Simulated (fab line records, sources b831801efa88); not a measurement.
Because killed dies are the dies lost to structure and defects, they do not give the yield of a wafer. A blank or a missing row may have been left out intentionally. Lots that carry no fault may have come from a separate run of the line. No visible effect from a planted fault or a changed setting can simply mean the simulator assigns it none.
Struck lot and sound lot, side by side    flow sky130    18 out of 708 route steps
Sound: the wafers L926.2, L926.3, L926.5. Wafers struck: L935.2, L935.3, L935.6. At the end, the cause is stated.
Per side, at each step with rows, come the tool, then ch with its chambers, and then its first start. Under that, the readings that differ: sound wafers    struck wafers    difference of the means    sigmas: that difference in standard deviations of wafers without a fault.
alike: same words and numbers on both sides, and readings whose means sit less than 2 such deviations apart. not compared: any withheld reading, any reading some wafer has no value for, any bound like >300 that may hide the same value, and any number with overlapping values for which the record gives no deviation.
Wherever a step has rows on one side only, a row that says differs or no value, or a row with sigmas, the two part there. Non-overlapping numbers with no deviation appear without sigmas and do not part them. A reading that every wafer of one side lacks parts them only if that side has two wafers or more.

first, 4 steps without rows for these wafers: SKY_VT_ADJUST_PCH_SOFTBAKE_03; SKY_VT_ADJUST_PCH_EXPOSE_04 (exposes mask NWM, target cd 840 nm); SKY_VT_ADJUST_PCH_PEB_05; SKY_VT_ADJUST_PCH_DEVELOP_06 (develop time 60 s).
SKY_VT_ADJUST_PCH_OVL_MEAS_07:
  sound: overlay-02 at day 12 13:22; struck: overlay-01 at day 14 20:33
reading                 sound           struck         difference  sigmas
VT_ADJUST_PCH_OVL (nm)  -2.7 -2.0 -3.2  -0.1 -0.4 1.8  +3.1        +2
next, for these wafers, 1 step has no rows: SKY_VT_ADJUST_PCH_IMPLANT_08.
SKY_VT_ADJUST_PCH_STRIP_09: strips in O2/N2.
  sound on plasmaAsher-01 ch 0,1, day 12 13:32; struck on plasmaAsher-02 ch 0,1, day 14 20:44
  alike: drypumpMotorCurrentA, n2FlowSccm, oesProductAu, stripTimeToEndpointS
  not compared: rfHoursCounterH
SKY_VT_ADJUST_PCH_TW_MEAS_10:
  sound: filmMetro-01 at day 12 13:39; struck: filmMetro-02 at day 14 20:50
  alike: VT_ADJUST_PCH_TW
then, 4 steps without rows for these wafers: SKY_SONOS_TUNNEL_DEHYDRATE_00 (time 60 s); SKY_SONOS_TUNNEL_HMDS_01 (prime time 60 s); SKY_SONOS_TUNNEL_COAT_02 (resist thk 1140 nm); SKY_SONOS_TUNNEL_SOFTBAKE_03 (time 60 s).
SKY_SONOS_TUNNEL_EXPOSE_04: exposes mask TUNM, target cd 410 nm.
  sound on ilineStepper-02 ch 0, day 13 01:40; struck on ilineStepper-02 ch 0, day 15 09:40
reading                             sound                    struck             difference  sigmas
model.SONOS_TUNNEL.overlayXNm (nm)  -0.2625 -0.2625 -0.2625  224.7 224.7 224.7  +225.0      
  alike: mask
then, 2 steps without rows for these wafers: SKY_SONOS_TUNNEL_PEB_05; SKY_SONOS_TUNNEL_DEVELOP_06 (develop time 60 s).
SKY_SONOS_TUNNEL_CD_MEAS_07: target cd 410 nm.
  sound: cdSem-01 at day 13 13:01; struck: cdSem-01 at day 15 23:55
  alike: cdNm
SKY_SONOS_TUNNEL_OVL_MEAS_08:
  sound: overlay-02 at day 13 13:08; struck: overlay-02 at day 16 00:14
reading                sound           struck             difference  sigmas
SONOS_TUNNEL_OVL (nm)  -0.2 -0.6 -0.6  224.1 223.1 223.7  +224.1      +99 or more
  not compared: hold
SKY_PAD_OPEN_PROBE_99:
  rows exist in the record for the sound wafers here (prober-02, day 47 07:36), none for the struck ones

WHERE THEY PART
First at SKY_VT_ADJUST_PCH_OVL_MEAS_07; last, within this record, at SKY_PAD_OPEN_PROBE_99.

WHY: what the simulator had put in
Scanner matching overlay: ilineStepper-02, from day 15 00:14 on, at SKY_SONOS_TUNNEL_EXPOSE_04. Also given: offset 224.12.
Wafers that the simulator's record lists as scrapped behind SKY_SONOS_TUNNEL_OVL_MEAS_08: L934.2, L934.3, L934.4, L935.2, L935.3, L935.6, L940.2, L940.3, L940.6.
